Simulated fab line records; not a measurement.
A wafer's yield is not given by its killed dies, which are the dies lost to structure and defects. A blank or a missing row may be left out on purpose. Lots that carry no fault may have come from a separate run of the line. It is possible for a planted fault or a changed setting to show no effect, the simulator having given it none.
Comparing a struck lot with a sound one / flow sky130 / 17 steps out of a route of 708
Sound: these wafers, L860.1, L860.4, L860.5. Wafers struck: L858.4, L858.6. The cause comes at the end.
Order at every step that has rows: each side's tool, ch and its chambers, its first start. Under that, the readings that differ: sound wafers / struck wafers / difference of the means / sigmas: that difference in standard deviations of wafers without a fault.
alike: readings with means less than 2 such deviations apart, plus words and numbers identical on both sides. not compared: withheld readings, readings lacking a value on some wafer, bounds such as >300 that could conceal the same value, and numbers that have no deviation in the record and whose values overlap.
A row with sigmas, a row that says differs or no value, or rows on one side alone: a step with any of these is where the two part. Numbers that don't overlap but have no deviation are shown without sigmas and don't part them. A reading missing from all wafers of one side parts the sides only when that side holds two or more wafers.

SKY_METAL2_THK_MEAS_06: measures by xrf.
  sound: film-metro-01 at day 40 21:43; struck: film-metro-04 at day 40 07:37
  alike: METAL2_ALCU_THK
then, 8 steps without rows for these wafers: SKY_METAL2_DEHYDRATE_07 (time 60 s); SKY_METAL2_HMDS_08 (prime time 60 s); SKY_METAL2_COAT_09 (resist thk 60 nm); SKY_METAL2_COAT_10 (resist thk 450 nm); SKY_METAL2_SOFTBAKE_11 (time 90 s); SKY_METAL2_EXPOSE_12 (exposes mask MM2, target cd 140 nm); SKY_METAL2_PEB_13; SKY_METAL2_DEVELOP_14 (develop time 60 s).
SKY_METAL2_CD_MEAS_15 targets a cd of 140 nm.
  sound: cd-sem-02 at day 41 22:02; struck: cd-sem-02 at day 41 08:33
  alike: cd-nm
SKY_METAL2_OVL_MEAS_16:
  sound: overlay-01 at day 41 22:10; struck: overlay-01 at day 41 08:38
  alike: METAL2_OVL
SKY_METAL2_DESCUM_17: chemistry O2, time 8 s.
  sound on rie-metal-01 ch 0,1, day 41 22:12; struck on rie-metal-03 ch 1, day 41 08:40
  alike: drypump-motor-current-A, he-backside-leak-sccm, oes-product-au
  not compared: rf-hours-counter-h
SKY_METAL2_ETCH_18: etches BARC in N2/H2, stops on SiO2, time 45.9 s, target depth 60 nm.
  sound on rie-metal-01 ch 0,1, day 41 22:14; struck on rie-metal-03 ch 1, day 41 08:42
reading=oes-product-au (a.u.); sound=0.854 0.845 0.847; struck=0.763 0.774; difference=-0.080; sigmas=-17
reading=model.KrF-thick_of_METAL2_COAT_10.thk-nm (nm); sound=392.7 392.1 394; struck=407.3 405.3; difference=+13.4; sigmas=
reading=model.etch.depth-nm (nm); sound=60.07 59.7 59.91; struck=49.06 49.48; difference=-10.62; sigmas=
reading=model.METAL2.cd-nm (nm); sound=137.6 138.2 140.4; struck=140.8 141.6; difference=+2.5; sigmas=
  alike: drypump-motor-current-A, he-backside-leak-sccm, throttle-valve-pct
  not compared: rf-hours-counter-h
SKY_METAL2_METAL_ETCH_19: etches the open film in Cl2/BCl3, stops on SiO2, target depth 360 nm, time 78 s.
  sound on rie-metal-01 ch 0,1, day 41 22:17; struck on rie-metal-03 ch 1, day 41 08:46
reading=model.KrF-thick_of_METAL2_COAT_10.thk-nm (nm); sound=159.6 159.5 162.2; struck=171.2 168.3; difference=+9.3; sigmas=
  alike: drypump-motor-current-A, he-backside-leak-sccm, oes-product-au, throttle-valve-pct
  not compared: rf-hours-counter-h, model.METAL2.cd-nm
SKY_METAL2_STRIP_20: strips in O2/N2.
  sound on plasma-asher-04 ch 0,1, day 41 22:23; struck on plasma-asher-02 ch 0, day 41 08:52
reading=strip-time-to-endpoint-s (s); sound=2.705 2.689 2.731; struck=2.832 2.789; difference=+0.102; sigmas=+4
  alike: drypump-motor-current-A, oes-product-au
  not compared: rf-hours-counter-h
then, 1 step without rows for these wafers: SKY_METAL2_STRIP_21 (strips in post etch residue remover, time 1200 s).
-- the record jumps here: 9 days lie between the struck wafers' starts before and after (it left off in module METAL2 and takes up again in module PAD_OPEN, whose first step shown is number 708 of the route) --
SKY_PAD_OPEN_PROBE_99:
  only the struck wafers here have rows in the record (prober-02, day 50 20:07); the sound ones have none

WHERE THEY PART
Last at SKY_PAD_OPEN_PROBE_99 as far as this record goes, first at SKY_METAL2_ETCH_18.

WHY: whatever the simulator had introduced
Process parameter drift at SKY_METAL2_ETCH_18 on rie-metal-03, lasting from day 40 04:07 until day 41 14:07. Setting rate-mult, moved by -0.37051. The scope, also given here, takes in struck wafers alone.
